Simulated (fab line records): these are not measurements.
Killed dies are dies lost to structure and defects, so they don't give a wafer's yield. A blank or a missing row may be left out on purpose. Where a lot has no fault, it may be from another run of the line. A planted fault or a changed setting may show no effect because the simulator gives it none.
Lot-split experiment    flow sky130    route with 708 steps; 5 lots, 23 wafers read

== THE SPLIT ==
At SKY_VIA2_COAT_07 (resist thk 450 nm), the setting resist_thk_nm was moved away from the recipe's 450 nm on 7 of the 23 wafers read, by -5.7% to +1.6%. For the rest of the wafers, this setting stayed at what the recipe calls for.

The file shows no step between the split and the reading.

== THE READING ==
KrF-thick_of_VIA2_COAT_07.thk_nm (the simulator's own value, which no gauge read), in nm, at SKY_VIA2_ETCH_15 (etches SiO2 in C4F8/O2/Ar, stops on TiN, target depth 546 nm, time 84 s). The file gives no usual value for it. The 16 wafers here that ran the recipe average 280.6 nm, standard deviation 2.7 nm.

wafer   tool, chamber at the split  resist_thk_nm as run, nm  against the recipe  KrF-thick_of_VIA2_COAT_07.thk_nm, nm  against lot-mates on the recipe
L074.1  litho_track-03, 0           450                       recipe              283.3                                 -
L074.2  litho_track-03, 0           438                       -2.7%               262.5                                 -18.9
L074.3  litho_track-03, 0           450                       recipe              275.9                                 -
L074.4  litho_track-03, 0           450                       recipe              284.9                                 -
L074.6  litho_track-03, 0           438                       -2.7%               264.7                                 -16.7
L077.1  litho_track-04, 0           424.3                     -5.7%               256                                   -21.9
L077.2  litho_track-04, 0           424.3                     -5.7%               257.8                                 -20.1
L077.4  litho_track-04, 0           450                       recipe              278.3                                 -
L077.5  litho_track-04, 0           450                       recipe              277.5                                 -
L077.6  litho_track-04, 0           424.3                     -5.7%               252.4                                 -25.5
L081.1  litho_track-03, 0           450                       recipe              278.2                                 -
L081.2  litho_track-03, 0           457.1                     +1.6%               284.8                                 +3.3
L081.3  litho_track-03, 0           450                       recipe              284.8                                 -
L081.4  litho_track-03, 0           450                       recipe              281.6                                 -
L081.5  litho_track-03, 0           457.1                     +1.6%               283.3                                 +1.8
L084.2  litho_track-03, 0           450                       recipe              276.1                                 -
L084.3  litho_track-03, 0           450                       recipe              280.1                                 -
L084.4  litho_track-03, 0           450                       recipe              280.5                                 -
L084.5  litho_track-03, 0           450                       recipe              282.4                                 -
L084.6  litho_track-03, 0           450                       recipe              281.8                                 -
L085.1  litho_track-03, 0           450                       recipe              283.4                                 -
L085.3  litho_track-03, 0           450                       recipe              280                                   -
L085.6  litho_track-03, 0           450                       recipe              281.1                                 -

THE FIT
A straight line over all 23 wafers: KrF-thick_of_VIA2_COAT_07.thk_nm changes by +4.44 nm for each +1% of resist_thk_nm; r = +0.95; the points scatter about the line by 3.1 nm.
The same after taking each lot's own level away (the mean of its wafers on the recipe; 23 wafers): +4.03 nm for each +1%; r = +0.94; scatter 3.3 nm.
Per that fit: largest resist_thk_nm move, reading shift of 23 nm.
Across the lots, their own levels run from 277.90 to 281.53 nm, a range of 1.3 times the standard deviation given above.
Hence the slope depends on the lot-to-lot level, as the two fits are not the same.
Check: with one of the wafers moved furthest among these (-5.7%) left out of the fit, the line predicts -24.6 nm for it against its lot-mates. Against them it came out at -21.9 nm.

== OTHER SPLITS APPLIED TO THESE WAFERS ==
These wafers also went through other splits before the reading. Each is held against what the fit with the lots' levels taken away leaves over:
other split on the same wafers      wafers away from the commonest value  r with KrF-thick_of_VIA2_COAT_07.thk_nm (lot level and that fit taken away)
SKY_CONTACT_HDPCVD_02 time_s        8                                     +0.19
SKY_CONTACT_CVD_24 pressure_torr    15                                    -0.04
SKY_METAL1_SPUTTER_03 time_s        7                                     -0.13
SKY_METAL1_ETCH_18 time_s           4                                     -0.07
SKY_METAL2_COAT_09 resist_thk_nm    9                                     -0.18
SKY_METAL2_EXPOSE_12 dose_mj        4                                     -0.16
SKY_VIA2_CMP_02 leave_above_ref_nm  9                                     +0.05

== THE WHOLE CHAIN: every reading that the file lists as answering this split, in the file's order ==
step               what it does                                                             reading                                                                            change (the file's fit)               r (the file's)
SKY_VIA2_COAT_07   resist thk 450 nm                                                        KrF-thick_of_VIA2_COAT_07.thk_nm (the simulator's own value, which no gauge read)  +4.64 nm for each +1% of the setting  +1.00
SKY_VIA2_ETCH_15   etches SiO2 in C4F8/O2/Ar, stops on TiN, target depth 546 nm, time 84 s  KrF-thick_of_VIA2_COAT_07.thk_nm (the simulator's own value, which no gauge read)  +4.26 nm for each +1% of the setting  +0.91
SKY_VIA2_STRIP_16  strips in O2/N2                                                          strip_time_to_endpoint_s                                                           withheld for each +1% of the setting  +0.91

== FILE'S OWN FIT ==
KrF-thick_of_VIA2_COAT_07.thk_nm changes by +4.26 nm for each +1% of resist_thk_nm, r = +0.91.
